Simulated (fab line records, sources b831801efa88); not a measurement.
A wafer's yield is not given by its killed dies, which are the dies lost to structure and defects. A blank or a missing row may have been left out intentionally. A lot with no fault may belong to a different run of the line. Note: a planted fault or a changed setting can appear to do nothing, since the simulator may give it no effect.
Which tool did it? + flow gf180mcu + 13 lots with 39 wafers sampled at 4 steps, on a route of 602 steps

WHAT THE GAUGES SHOWED, per wafer
GF_HV_LDD_CD_MEAS_31: target cd 400 nm. Usual: cdNm 400.3 nm, standard deviation 1.7.
| lot  | measured     | on       | cdNm (nm)         | flag |
|------|--------------|----------|-------------------|------|
| L754 | day 11 22:08 | cdSem-01 | 398.9 401.5 399.9 |      |
| L757 | day 12 18:46 | cdSem-02 | 403.4 402.6 400.9 |      |
| L758 | day 13 03:51 | cdSem-02 | 398.2 400.6 400.4 |      |
| L759 | day 13 10:39 | cdSem-02 | 398.9 400.6 398.1 |      |
| L761 | day 14 04:10 | cdSem-01 | 401.5 402.5 402.2 |      |
| L762 | day 14 07:53 | cdSem-01 | 399.7 399.7 400.2 |      |
| L763 | day 14 21:40 | cdSem-02 | 399.8 399.5 398.1 |      |
| L765 | day 15 10:53 | cdSem-02 | 399.4 399.1 400.3 |      |
| L766 | day 15 18:01 | cdSem-01 | 397.7 398.1 398.5 |      |
| L768 | day 16 12:26 | cdSem-02 | 398.3 397.9 399.1 |      |
| L770 | day 17 01:13 | cdSem-02 | 399.7 399.6 401.5 |      |
| L775 | day 18 19:07 | cdSem-01 | 401.1 398.9 399.7 |      |
| L776 | day 19 04:11 | cdSem-02 | 399.5 398.2 403.2 |      |

GF_HV_LDD_OVL_MEAS_32. Usual: HV_LDD_02_OVL gives -0.4 nm (standard deviation 1.4).
| lot  | measured     | on         | HV_LDD_02_OVL (nm) | flag |
|------|--------------|------------|--------------------|------|
| L754 | day 11 22:15 | overlay-01 | 0.6 -0.2 -0.4      |      |
| L757 | day 12 18:51 | overlay-01 | -0.8 -2.4 -2.8     |      |
| L758 | day 13 03:58 | overlay-01 | -0.6 0.4 1.0       |      |
| L759 | day 13 10:45 | overlay-01 | -0.4 -1.8 -0.6     |      |
| L761 | day 14 04:15 | overlay-01 | -3.9 0.1 -0.3      |      |
| L762 | day 14 08:00 | overlay-02 | -0.2 2.0 0.2       |      |
| L763 | day 14 21:46 | overlay-02 | 0.5 -0.5 -0.6      |      |
| L765 | day 15 11:00 | overlay-01 | -0.8 -0.1 -1.4     |      |
| L766 | day 15 18:08 | overlay-02 | 0.7 -1.1 0.3       |      |
| L768 | day 16 12:31 | overlay-02 | 0.5 0.1 -1.5       |      |
| L770 | day 17 01:20 | overlay-02 | -0.8 -0.4 -0.3     |      |
| L775 | day 18 19:13 | overlay-02 | -2.2 -2.2 -4.4     |      |
| L776 | day 19 04:17 | overlay-01 | 1.7 1.6 2.6        |      |

GF_HV_LDD_TW_MEAS_50. Usual: HV_LDD_4_TW gives 571 (standard deviation 3.6).
| lot  | measured     | on           | HV_LDD_4_TW | flag |
|------|--------------|--------------|-------------|------|
| L754 | day 12 17:47 | filmMetro-01 | 568 572 569 |      |
| L757 | day 13 16:06 | filmMetro-01 | 571 569 571 |      |
| L758 | day 14 01:04 | filmMetro-02 | 575 575 576 |      |
| L759 | day 14 08:41 | filmMetro-01 | 570 569 567 |      |
| L761 | day 15 02:11 | filmMetro-01 | 568 569 572 |      |
| L762 | day 15 05:50 | filmMetro-04 | 571 573 573 |      |
| L763 | day 15 19:36 | filmMetro-01 | 568 570 573 |      |
| L765 | day 16 09:23 | filmMetro-02 | 572 570 571 |      |
| L766 | day 16 17:32 | filmMetro-02 | 573 571 574 |      |
| L768 | day 17 12:03 | filmMetro-01 | 566 566 566 |      |
| L770 | day 18 01:04 | filmMetro-02 | 574 576 579 |      |
| L775 | day 19 21:08 | filmMetro-01 | 569 575 568 |      |
| L776 | day 20 06:14 | filmMetro-04 | 572 572 571 |      |

WHAT TOOL EACH LOT RAN ON (gives the tool, then ch and the chambers of the sampled wafers, and finally the start)
| lot  | GF_HV_LDD_STRIP_49                  |
|------|-------------------------------------|
| L754 | plasmaAsher-01 ch 0,1, day 12 17:41 |
| L757 | plasmaAsher-03 ch 0,1, day 13 16:01 |
| L758 | plasmaAsher-04 ch 0,1, day 14 00:58 |
| L759 | plasmaAsher-01 ch 0,1, day 14 08:34 |
| L761 | plasmaAsher-01 ch 0,1, day 15 02:07 |
| L762 | plasmaAsher-03 ch 0,1, day 15 05:44 |
| L763 | plasmaAsher-04 ch 0,1, day 15 19:31 |
| L765 | plasmaAsher-04 ch 0,1, day 16 09:16 |
| L766 | plasmaAsher-04 ch 1, day 16 17:26   |
| L768 | plasmaAsher-03 ch 0,1, day 17 11:57 |
| L770 | plasmaAsher-04 ch 0,1, day 18 00:58 |
| L775 | plasmaAsher-03 ch 0,1, day 19 21:03 |
| L776 | plasmaAsher-04 ch 0,1, day 20 06:07 |
- GF_HV_LDD_STRIP_49: strips in O2/N2.

WHAT THE TOOLS THEMSELVES READ (means of the sampled wafers that have a number; where no wafer has one, the mark that the record gives instead)
GF_HV_LDD_STRIP_49. Usual: drypumpMotorCurrentA 5.8 A, standard deviation 0.49; heaterPowerW 320 W, standard deviation 21; oesProductAu 0.716 a.u., standard deviation 0.0053; stripTimeToEndpointS 12.65 s, standard deviation 0.031.
| lot  | tool           | drypumpMotorCurrentA (A) | heaterPowerW (W) | oesProductAu (a.u.) | stripTimeToEndpointS (s) | flag |
|------|----------------|--------------------------|------------------|---------------------|--------------------------|------|
| L754 | plasmaAsher-01 | 6.3                      | 309              | 0.713               | 12.67                    |      |
| L757 | plasmaAsher-03 | 6.2                      | 317              | 0.712               | 12.71                    |      |
| L758 | plasmaAsher-04 | 5.2                      | 320              | 0.719               | 12.67                    |      |
| L759 | plasmaAsher-01 | 6.1                      | 328              | 0.712               | 12.65                    |      |
| L761 | plasmaAsher-01 | 6.3                      | 308              | 0.718               | 12.65                    |      |
| L762 | plasmaAsher-03 | 6.1                      | 330              | 0.720               | 12.66                    |      |
| L763 | plasmaAsher-04 | 5.4                      | 316              | 0.715               | 12.63                    |      |
| L765 | plasmaAsher-04 | 5.4                      | 314              | 0.716               | 12.69                    |      |
| L766 | plasmaAsher-04 | 5.1                      | 329              | 0.716               | 12.66                    |      |
| L768 | plasmaAsher-03 | 6.2                      | 316              | 0.712               | 12.65                    |      |
| L770 | plasmaAsher-04 | 5.4                      | 315              | 0.915               | -                        | OFF  |
| L775 | plasmaAsher-03 | 6.2                      | 312              | 0.710               | 12.62                    |      |
| L776 | plasmaAsher-04 | 5.4                      | 322              | 0.711               | 12.63                    |      |

THE ANSWER, worked out from the rows above alone
Rule: a lot is off if the mean of its wafers that have a number lies more than 3 standard deviations from the usual mean. Also off: a lot with no number at a reading for which 4 or more lots have one. The other lots that the step has rows for count as sound. The gauges are gone through in route order, then the tools' own readings, and for those a lot's mean is taken as printed above. At the first step where some lot is off, the reading lying furthest off is the one used; lots without a number count as furthest.
Off at GF_HV_LDD_STRIP_49 (stripTimeToEndpointS): L770. Without a number there: L770.
A tool fits if, at that step or a process step before it, it ran every lot that is off, and no sound lot after the first of them. None of those tried fits.

WHAT HAD BEEN PUT IN BY THE SIMULATOR
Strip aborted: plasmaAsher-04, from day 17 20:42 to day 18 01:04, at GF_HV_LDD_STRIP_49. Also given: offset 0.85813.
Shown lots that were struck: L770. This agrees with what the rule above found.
